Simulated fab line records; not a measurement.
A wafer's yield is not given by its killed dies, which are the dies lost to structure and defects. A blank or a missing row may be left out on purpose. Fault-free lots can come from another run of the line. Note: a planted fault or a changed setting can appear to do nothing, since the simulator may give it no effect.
Comparing a struck lot with a sound one    flow sky130    14 steps out of a route of 708
Sound: wafers L676.2, L676.3, L676.5. Struck: wafers L680.2, L680.4, L680.5. The cause is given at the end.
Per side, at each step with rows, come the tool, then ch with its chambers, and then its first start. Under that, the readings that differ: sound wafers    struck wafers    difference of the means    sigmas: that difference in standard deviations of wafers without a fault.
alike: a reading whose means differ by less than 2 such deviations, as well as words and numbers matching on both sides. not compared: withheld readings; readings where some wafer has no value; bounds like >300 that might hide an equal value; numbers whose values overlap and for which the record gives no deviation.
The two part at a step that has a row with sigmas, a row that says differs or no value, or rows on one side only. Numbers that have no deviation but don't overlap get no sigmas and don't part them. A reading missing from all wafers of one side parts the sides only when that side holds two or more wafers.

first, 1 step without rows for these wafers: SKY_FIELD_ISO_ANNEAL_26 (time 1800 s).
SKY_FIELD_ISO_CMP_27: polishes, stops on Si3N4, t overpolish 16 s, target thk 457.8 nm.
  sound on cmp-01 ch 0,1,3, day 3 08:42; struck on cmp-01 ch 0,2, day 4 04:00
  alike: motor-current-A, overpolish-run-s, time-to-endpoint-s
then, 5 steps without rows for these wafers: SKY_FIELD_ISO_WET_ETCH_28 (etches SiO2 in dHF, target depth 23.7 nm, time 47 s); SKY_FIELD_ISO_WET_ETCH_29 (etches Si3N4 in H3PO4, target depth 160 nm, time 1825 s); SKY_FIELD_ISO_WET_ETCH_30 (etches SiO2 in dHF, target depth 25 nm, time 50 s); SKY_NWELL_CLEAN_00 (cleans in SC1/SC2, time 150 s); SKY_NWELL_OXIDATION_01 (stabilise 600 s, purge 300 s, target thk 10 nm).
SKY_NWELL_THK_MEAS_02:
  sound on film-metro-03, day 3 10:58; struck on film-metro-03, day 4 06:50
  alike: NWELL_OXIDATION_THK
then, 4 steps without rows for these wafers: SKY_DNWELL_DEHYDRATE_00 (time 60 s); SKY_DNWELL_HMDS_01 (prime time 60 s); SKY_DNWELL_COAT_02 (resist thk 3000 nm); SKY_DNWELL_SOFTBAKE_03.
SKY_DNWELL_EXPOSE_04: exposes mask DNM, target cd 3000 nm.
  sound on iline-stepper-02 ch 0, day 3 19:16; struck on iline-stepper-02 ch 0, day 4 15:34
reading  sound              struck                      difference  sigmas
mask     DNM#0 DNM#0 DNM#0  DNM_R1#0 DNM_R1#0 DNM_R1#0  differs     
  alike: exposure-dose-mJ-cm2, stage-vel-mm-s
after that, 1 step had no rows for these wafers: SKY_DNWELL_PEB_05.

WHERE THEY PART
At SKY_DNWELL_EXPOSE_04 and nowhere else, as far as this record goes.

WHY: whatever the simulator had introduced
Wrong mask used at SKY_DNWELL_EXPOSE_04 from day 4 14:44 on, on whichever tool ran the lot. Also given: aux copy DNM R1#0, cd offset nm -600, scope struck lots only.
